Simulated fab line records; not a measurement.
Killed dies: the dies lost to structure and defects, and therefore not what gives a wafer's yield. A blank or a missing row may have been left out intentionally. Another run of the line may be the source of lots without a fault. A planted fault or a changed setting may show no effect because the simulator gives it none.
Split-lot trial / flow sfq-line / 5 lots, 23 wafers read, on a route of 325 steps

## SPLIT DETAILS
At SFQ_TRILAYER_M8_LITHO_COAT_193 (resist thk 600 nm), the setting resist-thk-nm was moved away from the recipe's 600 nm on 5 of the 23 wafers read, by -1.9% to -1.7%. For the rest of the wafers, this setting stayed at what the recipe calls for.

The reading is taken at the split's own step.

## THE READING
KrF_of_TRILAYER_M8_LITHO_COAT_193.thk-nm (the simulator's own value, which no gauge read), in nm, at SFQ_TRILAYER_M8_LITHO_COAT_193 (resist thk 600 nm). There is no usual value for it anywhere in the file. The 18 wafers here that ran the recipe average 600.2 nm, standard deviation 0.89 nm.

wafer=L074.2; tool, chamber at the split=litho-track-02, 0; resist-thk-nm as run, nm=600; against the recipe=recipe; KrF_of_TRILAYER_M8_LITHO_COAT_193.thk-nm, nm=599.8; against lot-mates on the recipe=-
wafer=L074.3; tool, chamber at the split=litho-track-02, 0; resist-thk-nm as run, nm=600; against the recipe=recipe; KrF_of_TRILAYER_M8_LITHO_COAT_193.thk-nm, nm=600; against lot-mates on the recipe=-
wafer=L074.4; tool, chamber at the split=litho-track-02, 0; resist-thk-nm as run, nm=600; against the recipe=recipe; KrF_of_TRILAYER_M8_LITHO_COAT_193.thk-nm, nm=600.1; against lot-mates on the recipe=-
wafer=L074.5; tool, chamber at the split=litho-track-02, 0; resist-thk-nm as run, nm=600; against the recipe=recipe; KrF_of_TRILAYER_M8_LITHO_COAT_193.thk-nm, nm=598.6; against lot-mates on the recipe=-
wafer=L074.6; tool, chamber at the split=litho-track-02, 0; resist-thk-nm as run, nm=600; against the recipe=recipe; KrF_of_TRILAYER_M8_LITHO_COAT_193.thk-nm, nm=599.5; against lot-mates on the recipe=-
wafer=L076.2; tool, chamber at the split=litho-track-04, 0; resist-thk-nm as run, nm=588.7; against the recipe=-1.9%; KrF_of_TRILAYER_M8_LITHO_COAT_193.thk-nm, nm=590.3; against lot-mates on the recipe=-11.0
wafer=L076.3; tool, chamber at the split=litho-track-04, 0; resist-thk-nm as run, nm=588.7; against the recipe=-1.9%; KrF_of_TRILAYER_M8_LITHO_COAT_193.thk-nm, nm=589.5; against lot-mates on the recipe=-11.8
wafer=L076.4; tool, chamber at the split=litho-track-04, 0; resist-thk-nm as run, nm=588.7; against the recipe=-1.9%; KrF_of_TRILAYER_M8_LITHO_COAT_193.thk-nm, nm=590.1; against lot-mates on the recipe=-11.1
wafer=L076.5; tool, chamber at the split=litho-track-04, 0; resist-thk-nm as run, nm=600; against the recipe=recipe; KrF_of_TRILAYER_M8_LITHO_COAT_193.thk-nm, nm=601.2; against lot-mates on the recipe=-
wafer=L076.6; tool, chamber at the split=litho-track-04, 0; resist-thk-nm as run, nm=600; against the recipe=recipe; KrF_of_TRILAYER_M8_LITHO_COAT_193.thk-nm, nm=601.3; against lot-mates on the recipe=-
wafer=L080.2; tool, chamber at the split=litho-track-01, 0; resist-thk-nm as run, nm=600; against the recipe=recipe; KrF_of_TRILAYER_M8_LITHO_COAT_193.thk-nm, nm=599.1; against lot-mates on the recipe=-
wafer=L080.3; tool, chamber at the split=litho-track-01, 0; resist-thk-nm as run, nm=600; against the recipe=recipe; KrF_of_TRILAYER_M8_LITHO_COAT_193.thk-nm, nm=599.4; against lot-mates on the recipe=-
wafer=L080.6; tool, chamber at the split=litho-track-01, 0; resist-thk-nm as run, nm=600; against the recipe=recipe; KrF_of_TRILAYER_M8_LITHO_COAT_193.thk-nm, nm=602.1; against lot-mates on the recipe=-
wafer=L083.1; tool, chamber at the split=litho-track-04, 0; resist-thk-nm as run, nm=600; against the recipe=recipe; KrF_of_TRILAYER_M8_LITHO_COAT_193.thk-nm, nm=601.3; against lot-mates on the recipe=-
wafer=L083.2; tool, chamber at the split=litho-track-04, 0; resist-thk-nm as run, nm=600; against the recipe=recipe; KrF_of_TRILAYER_M8_LITHO_COAT_193.thk-nm, nm=600.7; against lot-mates on the recipe=-
wafer=L083.4; tool, chamber at the split=litho-track-04, 0; resist-thk-nm as run, nm=600; against the recipe=recipe; KrF_of_TRILAYER_M8_LITHO_COAT_193.thk-nm, nm=599.8; against lot-mates on the recipe=-
wafer=L083.5; tool, chamber at the split=litho-track-04, 0; resist-thk-nm as run, nm=600; against the recipe=recipe; KrF_of_TRILAYER_M8_LITHO_COAT_193.thk-nm, nm=599.7; against lot-mates on the recipe=-
wafer=L083.6; tool, chamber at the split=litho-track-04, 0; resist-thk-nm as run, nm=600; against the recipe=recipe; KrF_of_TRILAYER_M8_LITHO_COAT_193.thk-nm, nm=600.6; against lot-mates on the recipe=-
wafer=L084.1; tool, chamber at the split=litho-track-01, 0; resist-thk-nm as run, nm=600; against the recipe=recipe; KrF_of_TRILAYER_M8_LITHO_COAT_193.thk-nm, nm=600.5; against lot-mates on the recipe=-
wafer=L084.3; tool, chamber at the split=litho-track-01, 0; resist-thk-nm as run, nm=600; against the recipe=recipe; KrF_of_TRILAYER_M8_LITHO_COAT_193.thk-nm, nm=599.6; against lot-mates on the recipe=-
wafer=L084.4; tool, chamber at the split=litho-track-01, 0; resist-thk-nm as run, nm=589.5; against the recipe=-1.7%; KrF_of_TRILAYER_M8_LITHO_COAT_193.thk-nm, nm=590.5; against lot-mates on the recipe=-9.9
wafer=L084.5; tool, chamber at the split=litho-track-01, 0; resist-thk-nm as run, nm=589.5; against the recipe=-1.7%; KrF_of_TRILAYER_M8_LITHO_COAT_193.thk-nm, nm=589.7; against lot-mates on the recipe=-10.7
wafer=L084.6; tool, chamber at the split=litho-track-01, 0; resist-thk-nm as run, nm=600; against the recipe=recipe; KrF_of_TRILAYER_M8_LITHO_COAT_193.thk-nm, nm=601.2; against lot-mates on the recipe=-

THE FIT
A straight line over all 23 wafers: KrF_of_TRILAYER_M8_LITHO_COAT_193.thk-nm changes by +5.58 nm for each +1% of resist-thk-nm; r = +0.98; the points scatter about the line by 0.86 nm.
The same after taking each lot's own level away (the mean of its wafers on the recipe; 23 wafers): +5.96 nm for each +1%; r = +0.99; scatter 0.71 nm.
The reading moves by 11 nm for the largest change in resist-thk-nm, on that fit.
The span of the lots' own levels, 599.60 to 601.25 nm, comes to 1.8 times the standard deviation stated above.
The two slopes are in agreement: the lot-to-lot level therefore moves the slope only a little.
Check: for one of the wafers moved furthest among these (-1.9%), held out of the fit, the line's prediction against its lot-mates is -11.3 nm. Against them it came out at -11 nm.

## ADDITIONAL SPLITS CARRIED BY THESE WAFERS
These wafers also went through other splits before the reading. Each is held against what the fit with the lots' levels taken away leaves over:
other split on the same wafers=SFQ_TRILAYER_R5_LITHO_COAT_141 spin-rpm; wafers away from the commonest value=8; r with KrF_of_TRILAYER_M8_LITHO_COAT_193.thk-nm (lot level and that fit taken away)=+0.30
other split on the same wafers=SFQ_TRILAYER_R5_LITHO_PEB_139 peb-temp-c; wafers away from the commonest value=6; r with KrF_of_TRILAYER_M8_LITHO_COAT_193.thk-nm (lot level and that fit taken away)=+0.05
other split on the same wafers=SFQ_TRILAYER_A5C_DEP_PECVD_142 time-s; wafers away from the commonest value=11; r with KrF_of_TRILAYER_M8_LITHO_COAT_193.thk-nm (lot level and that fit taken away)=+0.01
other split on the same wafers=SFQ_TRILAYER_C5_LITHO_COAT_156 spin-rpm; wafers away from the commonest value=4; r with KrF_of_TRILAYER_M8_LITHO_COAT_193.thk-nm (lot level and that fit taken away)=-0.08
other split on the same wafers=SFQ_TRILAYER_M6_DEP_SPUTTER_157 time-s; wafers away from the commonest value=9; r with KrF_of_TRILAYER_M8_LITHO_COAT_193.thk-nm (lot level and that fit taken away)=-0.04
other split on the same wafers=SFQ_TRILAYER_M6_ETCH_METAL_ETCH_162 pressure-mtorr; wafers away from the commonest value=18; r with KrF_of_TRILAYER_M8_LITHO_COAT_193.thk-nm (lot level and that fit taken away)=+0.00
other split on the same wafers=SFQ_TRILAYER_I6_VIA_LITHO_EXPOSE_170 dose-mj; wafers away from the commonest value=5; r with KrF_of_TRILAYER_M8_LITHO_COAT_193.thk-nm (lot level and that fit taken away)=+0.06
other split on the same wafers=SFQ_TRILAYER_I6_VIA_ETCH_VIA_ETCH_172 source-w; wafers away from the commonest value=8; r with KrF_of_TRILAYER_M8_LITHO_COAT_193.thk-nm (lot level and that fit taken away)=+0.20
other split on the same wafers=SFQ_TRILAYER_M7_LITHO_PEB_180 peb-temp-c; wafers away from the commonest value=11; r with KrF_of_TRILAYER_M8_LITHO_COAT_193.thk-nm (lot level and that fit taken away)=+0.02
other split on the same wafers=SFQ_TRILAYER_M7_ETCH_METAL_ETCH_180 time-s; wafers away from the commonest value=11; r with KrF_of_TRILAYER_M8_LITHO_COAT_193.thk-nm (lot level and that fit taken away)=-0.08

## FILE'S OWN FIT
KrF_of_TRILAYER_M8_LITHO_COAT_193.thk-nm changes by +5.94 nm for each +1% of resist-thk-nm, r = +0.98.
